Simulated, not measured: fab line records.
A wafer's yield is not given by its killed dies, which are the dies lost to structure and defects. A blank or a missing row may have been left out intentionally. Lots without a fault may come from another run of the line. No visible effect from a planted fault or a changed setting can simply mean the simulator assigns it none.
What tool caused it? | flow sky130 | at 1 step of a route of 708, 12 lots with 36 wafers sampled

## WHAT THE GAUGES READ, wafer by wafer
SKY_CAPM_THK_MEAS_04: measures by xrf.
lot  | measured     | on            | CAPM_TIN_THK (nm)
L731 | day 36 09:22 | film-metro-02 | 204.3 203.6 200.9
L732 | day 36 13:18 | film-metro-02 | 198.8 202.3 201.5
L733 | day 37 01:50 | film-metro-01 | 196.1 194.8 197.4
L734 | day 37 07:41 | film-metro-03 | 196.2 198.7 201.6
L735 | day 37 20:50 | film-metro-02 | 195.7 198.7 197.2
L736 | day 38 00:01 | film-metro-02 | 201.4 202.1 200.9
L737 | day 38 08:14 | film-metro-02 | 204.0 203.1 200.7
L738 | day 38 13:22 | film-metro-01 | 198.5 199.4 197.8
L739 | day 39 04:56 | film-metro-01 | 198.8 198.2 201.7
L748 | day 41 22:34 | film-metro-01 | 199.4 196.1 200.0
L753 | day 43 13:06 | film-metro-03 | 202.1 196.9 199.2
L751 | day 43 13:55 | film-metro-03 | 201.2 202.3 201.2

## EACH LOT AND THE TOOL THAT RAN IT (in order: tool; ch and the chambers of the sampled wafers; start)
The record shows no process step preceding these readings.

## WHAT THE TOOLS THEMSELVES READ (means of the sampled wafers that have a number; where no wafer has one, the mark that the record gives instead)
The record holds no such reading with a usual standard deviation.

## THE ANSWER, worked out from the rows above alone
Rule: usual is defined by the lots themselves. Put in order of their means at a reading, lots are off if they are a third of the lots or fewer, leave a main group of 4 or more, and stand apart from it by a gap of 3 or more times the standard deviation of the main group's means; of several such gaps the widest counts. Not used: any main group whose means are identical at the precision the tables above print for the reading. Also off: a lot with no number at a reading for which 4 or more lots have one. Where the step has rows for the other lots, those lots are counted as sound. First the gauges in route order, then the tools' own readings, where a lot's mean is used as printed above. At the first step where some lot is off, the reading lying furthest off is the one used; lots without a number count as furthest.
None of the lots is off at any reading shown; this tells nothing.

## WHAT WAS PUT IN BY THE SIMULATOR
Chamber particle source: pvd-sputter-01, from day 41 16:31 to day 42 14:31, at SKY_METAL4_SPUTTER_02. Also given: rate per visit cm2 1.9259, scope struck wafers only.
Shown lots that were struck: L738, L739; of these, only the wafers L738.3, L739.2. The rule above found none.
